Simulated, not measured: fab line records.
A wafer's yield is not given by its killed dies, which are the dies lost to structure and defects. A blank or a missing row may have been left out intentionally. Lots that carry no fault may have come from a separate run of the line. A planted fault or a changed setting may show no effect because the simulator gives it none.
Which of the tools did it? | flow sky130 | 7 lots with 21 wafers sampled at 4 steps, on a route of 708 steps

== WHAT THE GAUGES SHOWED, per wafer ==
SKY_VIA1_THK_MEAS_01.
lot  | measured     | on            | VIA1_HDPCVD_THK (nm)
L658 | day 32 14:14 | film_metro-03 | 1033 1011 1049
L659 | day 32 23:58 | film_metro-03 | 1023 1046 1035
L660 | day 33 03:55 | film_metro-01 | 1037 1050 1010
L669 | day 36 10:16 | film_metro-03 | 1030 1028 504
L676 | day 38 11:11 | film_metro-02 | 1050 1045 1043
L677 | day 38 18:04 | film_metro-03 | 1048 1044 1038
L678 | day 39 00:58 | film_metro-02 | 1044 1030 1044

== EACH LOT AND THE TOOL THAT RAN IT (in order: tool; ch and the chambers of the sampled wafers; start) ==
lot  | SKY_CONTACT_STRIP_19                 | SKY_METAL1_SPUTTER_00        | SKY_VIA1_HDPCVD_00
L658 | plasma_asher-03 ch 0,1, day 31 08:37 | pvd_sputter-02, day 31 09:54 | hdpcvd-01 ch 1,2, day 32 14:04
L659 | plasma_asher-04 ch 0,1, day 31 18:34 | pvd_sputter-01, day 31 19:48 | hdpcvd-01 ch 0,1, day 32 23:52
L660 | plasma_asher-01 ch 0,1, day 31 22:33 | pvd_sputter-01, day 31 23:47 | hdpcvd-01 ch 0,1,2, day 33 03:49
L669 | plasma_asher-03 ch 0,1, day 35 05:24 | pvd_sputter-04, day 35 06:45 | hdpcvd-02 ch 0,1,2, day 36 10:09
L676 | plasma_asher-01 ch 0,1, day 37 05:51 | pvd_sputter-04, day 37 07:26 | hdpcvd-01 ch 0,1, day 38 11:04
L677 | plasma_asher-01 ch 0,1, day 37 12:57 | pvd_sputter-02, day 37 14:23 | hdpcvd-01 ch 1,2, day 38 17:56
L678 | plasma_asher-04 ch 0,1, day 37 20:37 | pvd_sputter-02, day 37 21:53 | hdpcvd-01 ch 0,1, day 39 00:51
- SKY_CONTACT_STRIP_19: strips in O2/N2.
- SKY_METAL1_SPUTTER_00: material Ti, target thk 15 nm, time 10 s.
- SKY_VIA1_HDPCVD_00: deposits SiO2, target thk 1030 nm, time 171.7 s.

== THE ANSWER, worked out from the rows above alone ==
Rule: what is usual is taken from the lots themselves. The widest of any qualifying gaps counts: lots, ordered by their means at a reading, are off when they make up no more than a third of the lots, leave a main group of 4 or more, and stand apart from it by 3 or more times the standard deviation of that group's means. The tables above print the reading to a certain number of digits; a main group whose means all agree to those digits is not used. A lot without any number at a reading at which 4 lots or more have one is off too. The other lots that the step has rows for count as sound.
Off: L669, at SKY_VIA1_THK_MEAS_01 (VIA1_HDPCVD_THK). The main group: mean 1038 nm, standard deviation 5.6.
If a tool, at a process step before that reading, ran all the lots that are off and no sound lot after the first of them, it fits. Gauges at SKY_VIA1_THK_MEAS_01: tried the same way as those tools. This does not decide it: 2 tools fit, namely plasma_asher-03 at SKY_CONTACT_STRIP_19 and hdpcvd-02 at SKY_VIA1_HDPCVD_00.

== WHAT THE SIMULATOR HAD INSERTED ==
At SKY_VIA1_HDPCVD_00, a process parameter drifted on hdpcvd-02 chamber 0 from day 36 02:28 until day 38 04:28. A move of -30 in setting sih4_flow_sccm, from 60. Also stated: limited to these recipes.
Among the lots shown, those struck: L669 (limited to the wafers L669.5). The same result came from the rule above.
